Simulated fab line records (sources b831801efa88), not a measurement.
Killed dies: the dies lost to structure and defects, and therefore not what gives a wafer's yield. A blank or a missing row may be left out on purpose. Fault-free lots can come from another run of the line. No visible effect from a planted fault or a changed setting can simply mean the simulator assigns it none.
Which of the tools did it? || flow sky130 || 18 wafers from 6 lots sampled at 4 of the route's 708 steps

WHAT THE GAUGES SHOWED, per wafer
SKY_VIA4_THK_MEAS_01.
{"lot": "L203", "measured": "day 43 20:05", "on": "film metro-04", "VIA4_HDPCVD_THK (nm)": "1265 1283 1274"}
{"lot": "L209", "measured": "day 45 12:03", "on": "film metro-04", "VIA4_HDPCVD_THK (nm)": "1726 1734 1722"}
{"lot": "L214", "measured": "day 46 12:20", "on": "film metro-04", "VIA4_HDPCVD_THK (nm)": "1780 1773 1766"}
{"lot": "L216", "measured": "day 47 02:28", "on": "film metro-01", "VIA4_HDPCVD_THK (nm)": "1710 1759 1709"}
{"lot": "L218", "measured": "day 47 11:52", "on": "film metro-01", "VIA4_HDPCVD_THK (nm)": "1762 1723 1762"}
{"lot": "L220", "measured": "day 47 19:43", "on": "film metro-04", "VIA4_HDPCVD_THK (nm)": "1705 1765 1709"}

WHICH TOOL RAN EACH LOT (tool, then ch and the chambers of the sampled wafers, then the start)
{"lot": "L203", "SKY_METAL3_SPUTTER_01": "pvd sputter-02, day 38 16:29", "SKY_METAL4_STRIP_19": "plasma asher-03 ch 0,1, day 43 19:13", "SKY_VIA4_HDPCVD_00": "hdpcvd-02 ch 1,2, day 43 19:53"}
{"lot": "L209", "SKY_METAL3_SPUTTER_01": "pvd sputter-02, day 40 10:30", "SKY_METAL4_STRIP_19": "plasma asher-03 ch 0,1, day 45 11:17", "SKY_VIA4_HDPCVD_00": "hdpcvd-01 ch 0,1,2, day 45 11:56"}
{"lot": "L214", "SKY_METAL3_SPUTTER_01": "pvd sputter-04, day 41 14:07", "SKY_METAL4_STRIP_19": "plasma asher-03 ch 0,1, day 46 11:32", "SKY_VIA4_HDPCVD_00": "hdpcvd-01 ch 0,2, day 46 12:10"}
{"lot": "L216", "SKY_METAL3_SPUTTER_01": "pvd sputter-03, day 42 08:41", "SKY_METAL4_STRIP_19": "plasma asher-04 ch 0,1, day 47 01:40", "SKY_VIA4_HDPCVD_00": "hdpcvd-02 ch 0,1, day 47 02:16"}
{"lot": "L218", "SKY_METAL3_SPUTTER_01": "pvd sputter-02, day 42 17:16", "SKY_METAL4_STRIP_19": "plasma asher-01 ch 0,1, day 47 11:04", "SKY_VIA4_HDPCVD_00": "hdpcvd-01 ch 1,2, day 47 11:41"}
{"lot": "L220", "SKY_METAL3_SPUTTER_01": "pvd sputter-02, day 43 03:14", "SKY_METAL4_STRIP_19": "plasma asher-03 ch 0,1, day 47 18:49", "SKY_VIA4_HDPCVD_00": "hdpcvd-02 ch 1,2, day 47 19:32"}
- SKY_METAL3_SPUTTER_01: material TiN, target thk 20 nm, time 16.7 s.
- SKY_METAL4_STRIP_19: strips in O2/N2.
- SKY_VIA4_HDPCVD_00: deposits SiO2, target thk 1750 nm, time 291.7 s.

THE ANSWER, worked out from the rows above alone
Rule: the usual values come from the lots themselves. Put in order of their means at a reading, lots are off if they are a third of the lots or fewer, leave a main group of 4 or more, and stand apart from it by a gap of 3 or more times the standard deviation of the main group's means; of several such gaps the widest counts. A main group is skipped when, at the precision printed for the reading in the tables above, its means are all equal. Also off: a lot with no number at a reading for which 4 or more lots have one. The other lots that the step has rows for count as sound.
Off: L203, seen at SKY_VIA4_THK_MEAS_01 (VIA4_HDPCVD_THK). The main group: mean 1740 nm, standard deviation 19.
If a tool, at a process step before that reading, ran all the lots that are off and no sound lot after the first of them, it fits. Those tools and the gauges at SKY_VIA4_THK_MEAS_01 are tried in the same way. No candidate that was tried fits.

WHAT THE SIMULATOR PUT IN
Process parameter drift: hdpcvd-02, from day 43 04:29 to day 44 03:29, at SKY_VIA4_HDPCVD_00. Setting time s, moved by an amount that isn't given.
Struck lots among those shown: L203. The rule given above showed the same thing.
